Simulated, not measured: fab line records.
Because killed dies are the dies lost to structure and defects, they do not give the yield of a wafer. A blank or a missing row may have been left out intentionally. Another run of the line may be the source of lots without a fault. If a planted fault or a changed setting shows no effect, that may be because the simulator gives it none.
Code-filled problem report in 8D (eight disciplines) form    flow gf180mcu    the parts of the form that need people (team, actions taken, sign-off) are left out

== 1. WHAT WENT WRONG ==
GF_HV_LDD_STRIP_22, oesProductAu: mean 0.914 a.u. on 3 wafers (1 lot); fault-free wafers 0.716 a.u., standard deviation 0.0044. That puts it +45 standard deviations away from the usual mean.
The step: strips in O2/N2.
First seen on wafer L829.2, day 14 05:17, on plasmaAsher-01. The record has a number at this step for 39 wafers belonging to 13 lots. The rule behind "out" and "out of limits": a value lying over 4 standard deviations away from the usual mean. All remaining wafers that have a number are taken as sound.

== 2. WHAT THIS IS AND IS NOT ==
question                     is                      is not
which readings at this step  oesProductAu            drypumpMotorCurrentA, heaterPowerW
which lots                   L829                    L820, L821, L822, L824, L826, L827, L828, L830, L835, L841, L842, L843
which wafers of those lots   all that have a number  -
read on which tools          plasmaAsher-01          plasmaAsher-03, plasmaAsher-04
when                         from day 14 05:17       up to then (21 sound wafers); but 15 sound wafers of L830, L835, L841, L842, L843 came after

== 3. SUSPECTS, AND WHAT RULES EACH OUT ==
Counting: a tool at any process step up to the reading remains a suspect when it ran all the lots that are out and ran no sound lot after the first of those.
- plasmaAsher-01 at GF_HV_LDD_STRIP_22 (strips in O2/N2): kept. It ran the lot that is out, L829 (day 14 05:17), and no sound lot after that; its last sound lot up to then is L824 (day 12 18:11). On those wafers its own readings are out: oesProductAu.
Remaining after the count: plasmaAsher-01 at GF_HV_LDD_STRIP_22.

== 4. THE CAUSE (what the simulator had put in) ==
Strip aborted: plasmaAsher-01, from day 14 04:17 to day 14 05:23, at GF_HV_LDD_STRIP_22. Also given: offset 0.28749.
The count eliminated every tool but this one.

== 5. THE CHAIN OF EFFECTS, in route order ==
Rows list readings where the struck wafers' mean (over those with a number) sits beyond 3 standard deviations from the usual. Scope: only readings with a usual standard deviation given in the record; hours: median across lots of the time from each lot's start at the first step in this table that gives one to its start at this step; sigmas: change in usual standard deviations.
hours  step                reading       usual       on struck wafers  change  sigmas
0      GF_HV_LDD_STRIP_22  oesProductAu  0.716 a.u.  0.914             +0.198  +45
It contains these process steps:
- GF_HV_LDD_STRIP_22: strips in O2/N2.
Readings that are blank on the struck wafers while sound wafers have them: stripTimeToEndpointS at GF_HV_LDD_STRIP_22.
Later measuring or inspecting steps at which every struck wafer that the step has a row for has a number for every such reading, and none has moved that far: GF_HV_LDD_OVL_MEAS_32.

== 6. WHAT WOULD HAVE CAUGHT IT SOONER ==
In this record the first reading out of limits was taken at day 14 05:17, 1 hour after the fault began at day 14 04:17.
